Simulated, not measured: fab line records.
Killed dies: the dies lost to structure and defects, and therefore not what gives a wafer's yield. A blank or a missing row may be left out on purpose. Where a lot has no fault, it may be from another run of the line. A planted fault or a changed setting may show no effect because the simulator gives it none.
A struck lot beside a sound one / flow gf180mcu / 18 out of 602 route steps
Sound: these wafers, L769.2, L769.3, L769.5. Struck: wafers L771.3, L771.5 (left out: L771.6, a lot-mate that was not struck); the cause follows at the end.
For every step that has rows: the tool of each side, followed by ch and its chambers, followed by its first start. Under that, the readings that differ: sound wafers / struck wafers / difference of the means / sigmas: that difference in standard deviations of wafers without a fault.
alike: readings with means less than 2 such deviations apart, plus words and numbers identical on both sides. not compared: withheld readings, readings lacking a value on some wafer, bounds such as >300 that could conceal the same value, and numbers that have no deviation in the record and whose values overlap.
Wherever a step has rows on one side only, a row that says differs or no value, or a row with sigmas, the two part there. Numbers that have no deviation but don't overlap get no sigmas and don't part them. Lack of a reading on every wafer of one side parts them only where that side has two or more wafers.

first, 2 steps without rows for these wafers: GF_CONTACT_PEB_12 (peb time 90 s); GF_CONTACT_DEVELOP_13 (develop time 60 s).
GF_CONTACT_CD_MEAS_14: target cd 220 nm.
  sound: cd sem-02 at day 18 18:10; struck: cd sem-02 at day 19 10:47
  alike: cd nm
GF_CONTACT_OVL_MEAS_15:
  sound: overlay-02 at day 18 18:17; struck: overlay-01 at day 19 10:53
  alike: CONTACT_OVL
GF_CONTACT_ETCH_16: etches BARC in N2/H2.
  sound on rie diel-01 ch 0,1,3, day 18 18:19; struck on rie diel-01 ch 0,1, day 19 10:55
  alike: chamber pressure mTorr, drypump motor current A, oes product au, throttle valve pct
GF_CONTACT_ETCH_17: etches SiO2 in C4F8/O2/Ar, stops on CoSi2, target depth 860 nm.
  sound: rie diel-01 ch 0,1,3; struck: rie diel-01 ch 0,1
  alike: chamber pressure mTorr, oes product au
then, 4 steps without rows for these wafers: GF_CONTACT_STRIP_18 (strips in O2/N2); GF_CONTACT_CLEAN_19 (cleans in SPM); GF_CONTACT_CLEAN_20 (cleans in DIW); GF_CONTACT_CLEAN_21 (cleans in dHF, time 20 s).
GF_CONTACT_SPUTTER_22: material Ti, target thk 15 nm, time 80.02 s.
  sound: pvd sputter-04 at day 18 18:47; struck: pvd sputter-02 at day 19 11:23
reading=throttle valve pct (%); sound=28.4 29.8 28.7; struck=31.8 32.1; difference=+3.0; sigmas=+2
GF_CONTACT_SPUTTER_23: material TiN, target thk 10 nm, time 40 s.
  sound: pvd sputter-04 at day 18 18:50; struck: pvd sputter-02 at day 19 11:26
reading=throttle valve pct (%); sound=28.6 29.9 28.8; struck=32.0 31.8; difference=+2.8; sigmas=+2
GF_CONTACT_CVD_24: deposits W, target thk 300 nm, time 90.339 s.
  sound on cvd w-02 ch 0,1, day 18 18:53; struck on cvd w-02 ch 0, day 19 11:31
reading=model.W_of_CONTACT_CVD_24.thk nm (nm); sound=302.9 301.4 302; struck=141 138.4; difference=-162; sigmas=
  alike: heater power w
GF_CONTACT_RS_MEAS_25: a four-point-probe measurement.
  sound: film metro-03 at day 18 19:00; struck: film metro-03 at day 19 11:55
reading=CONTACT_W_RS (ohm/sq); sound=0.379 0.380 0.379; struck=0.826 0.843; difference=+0.455; sigmas=+99 or more
  not compared: hold
GF_CONTACT_THK_MEAS_26: measures by xrf.
  sound: film metro-03 at day 18 19:07; struck: film metro-03 at day 19 14:44
reading=CONTACT_W_THK (nm); sound=303 299 299; struck=141 138; difference=-161; sigmas=-45
  not compared: hold
GF_CONTACT_CMP_27: polishes, stops on SiO2, t overpolish 15 s, target thk 0 nm.
  sound on cmp-02 ch 0,1,2, day 18 19:10; struck on cmp-01 ch 2,3, day 19 16:14
reading=hold; sound=- - -; struck=await dispo/1.4h/release await dispo/1.4h/release; difference=no value on the sound wafers; sigmas=
reading=time to endpoint s (s); sound=70 74 80; struck=37 42; difference=-35; sigmas=-9
  alike: motor current A, slurry flow ml min
GF_M1_SPUTTER_00: material Ti, target thk 37.5 nm, time 150 s.
  sound: pvd sputter-01 at day 18 19:28; struck: pvd sputter-04 at day 19 16:29
  alike: throttle valve pct
then, 1 step without rows for these wafers: GF_PASSIVATION_PROBE_99.

== WHERE THEY PART ==
At GF_CONTACT_SPUTTER_22 first; at GF_CONTACT_CMP_27 last (within this record only). Later steps at which nothing parts them and some readings are alike: GF_M1_SPUTTER_00.

WHY: the cause the simulator had injected
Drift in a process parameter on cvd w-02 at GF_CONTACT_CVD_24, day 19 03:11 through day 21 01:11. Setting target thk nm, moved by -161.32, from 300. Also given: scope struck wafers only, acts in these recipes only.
